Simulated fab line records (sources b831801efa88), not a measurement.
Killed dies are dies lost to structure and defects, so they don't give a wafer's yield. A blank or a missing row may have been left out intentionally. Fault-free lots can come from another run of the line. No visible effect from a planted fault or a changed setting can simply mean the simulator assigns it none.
Which tool did it? ; flow sfq line ; 14 lots, 42 wafers sampled, at 2 steps of a route of 325

WHAT EACH GAUGE READ, for each wafer
Not one reading of a measure or inspect step in the record can be checked against a usual standard deviation.

TOOL THAT RAN EACH LOT (tool first, then ch and the chambers of the sampled wafers, then the start)
lot;SFQ_TRILAYER_I6_DEP_PECVD_165;SFQ_TRILAYER_I6_CMP_CMP_166
L855;pecvd-04 ch 1,2, day 66 11:40;cmp-02 ch 0,2,3, day 66 12:14
L856;pecvd-01 ch 0,2, day 66 15:25;cmp-01 ch 1,2,3, day 66 15:29
L858;pecvd-01 ch 0,2, day 66 20:19;cmp-02 ch 0,1,2, day 66 20:53
L859;pecvd-02 ch 0, day 68 13:40;cmp-01 ch 1,2,3, day 70 03:14
L860;pecvd-01 ch 0,1,2, day 68 16:06;cmp-02 ch 0,2,3, day 70 10:20
L863;pecvd-02 ch 0,1,2, day 68 23:16;cmp-01 ch 0,1,2, day 70 18:14
L864;pecvd-04 ch 0,2, day 69 01:40;cmp-01 ch 1,2,3, day 70 21:14
L869;pecvd-02 ch 0,1,2, day 70 05:25;cmp-01 ch 0,1,2, day 71 22:14
L870;pecvd-01 ch 0,2, day 70 06:37;cmp-02 ch 1,2,3, day 71 23:50
L872;pecvd-01 ch 0,1, day 70 09:01;cmp-01 ch 1,2,3, day 72 04:14
L873;pecvd-01 ch 0,1,2, day 70 11:27;cmp-02 ch 0,1, day 72 08:50
L874;pecvd-04 ch 1,2, day 70 16:13;cmp-02 ch 0,3, day 72 14:50
L877;pecvd-02 ch 0,1,2, day 73 11:34;cmp-02 ch 0,3, day 73 17:50
L878;pecvd-01 ch 1,2, day 73 13:57;cmp-02 ch 0,1, day 73 21:20
- SFQ_TRILAYER_I6_DEP_PECVD_165: deposits SiO2 from SiH4/N2O, time 111.11 s, target thk 500 nm.
- SFQ_TRILAYER_I6_CMP_CMP_166: polishes SiO2.

WHAT THE TOOLS THEMSELVES READ (means of the sampled wafers that have a number; where no wafer has one, the mark that the record gives instead)
SFQ_TRILAYER_I6_DEP_PECVD_165.
lot;tool;heater power outer w (W);heater power w (W);rf fwd power W (W);showerhead vpp V (V);susceptor temp C (C);throttle valve pct (%)
L855;pecvd-04;32;84;182.0;815;150.08;23.3
L856;pecvd-01;21;69;181.6;850;150.17;26.3
L858;pecvd-01;21;71;181.1;854;150.06;26.3
L859;pecvd-02;35;93;182.8;801;149.84;24.9
L860;pecvd-01;23;73;182.1;842;149.98;25.6
L863;pecvd-02;45;108;157.7;758;149.94;23.3
L864;pecvd-04;43;99;182.3;845;149.98;22.9
L869;pecvd-02;45;108;157.3;753;150.07;23.3
L870;pecvd-01;22;72;182.0;835;150.08;27.3
L872;pecvd-01;27;80;182.7;826;150.01;26.9
L873;pecvd-01;25;76;182.7;846;149.98;25.7
L874;pecvd-04;33;87;182.7;822;150.04;23.4
L877;pecvd-02;40;101;181.5;816;150.14;23.3
L878;pecvd-01;29;86;181.7;868;150.03;23.9

SFQ_TRILAYER_I6_CMP_CMP_166.
lot;tool;motor current A (A);retaining ring pressure frac;time to endpoint s (s)
L855;cmp-02;9.6;1.000;219
L856;cmp-01;9.8;0.998;202
L858;cmp-02;9.5;0.998;220
L859;cmp-01;9.9;0.998;207
L860;cmp-02;10.0;1.002;223
L863;cmp-01;10.4;0.995;182
L864;cmp-01;10.4;1.000;212
L869;cmp-01;10.5;0.999;190
L870;cmp-02;9.3;0.994;215
L872;cmp-01;10.4;0.997;205
L873;cmp-02;9.9;0.999;218
L874;cmp-02;10.3;1.001;209
L877;cmp-02;10.2;0.997;217
L878;cmp-02;9.4;1.000;218

THE ANSWER, worked out from the rows above alone
Rule: usual is defined by the lots themselves. The widest of any qualifying gaps counts: lots, ordered by their means at a reading, are off when they make up no more than a third of the lots, leave a main group of 4 or more, and stand apart from it by 3 or more times the standard deviation of that group's means. If all means in a main group match to the digits the tables above print for the reading, that group is not used. A lot without any number at a reading at which 4 lots or more have one is off too. Where the step has rows for the other lots, those lots are counted as sound. The gauges are gone through in route order, then the tools' own readings, and for those a lot's mean is taken as printed above. At the first step where some lot is off, the reading lying furthest off is the one used; lots without a number count as furthest.
Off, at SFQ_TRILAYER_I6_DEP_PECVD_165 on rf fwd power W: L863, L869. Main group: mean 182.1 W, sd 0.53.
A tool fits if, at that step or a process step before it, it ran every lot that is off, and no sound lot after the first of them. Of those tried, none fits.

WHAT THE SIMULATOR PUT IN
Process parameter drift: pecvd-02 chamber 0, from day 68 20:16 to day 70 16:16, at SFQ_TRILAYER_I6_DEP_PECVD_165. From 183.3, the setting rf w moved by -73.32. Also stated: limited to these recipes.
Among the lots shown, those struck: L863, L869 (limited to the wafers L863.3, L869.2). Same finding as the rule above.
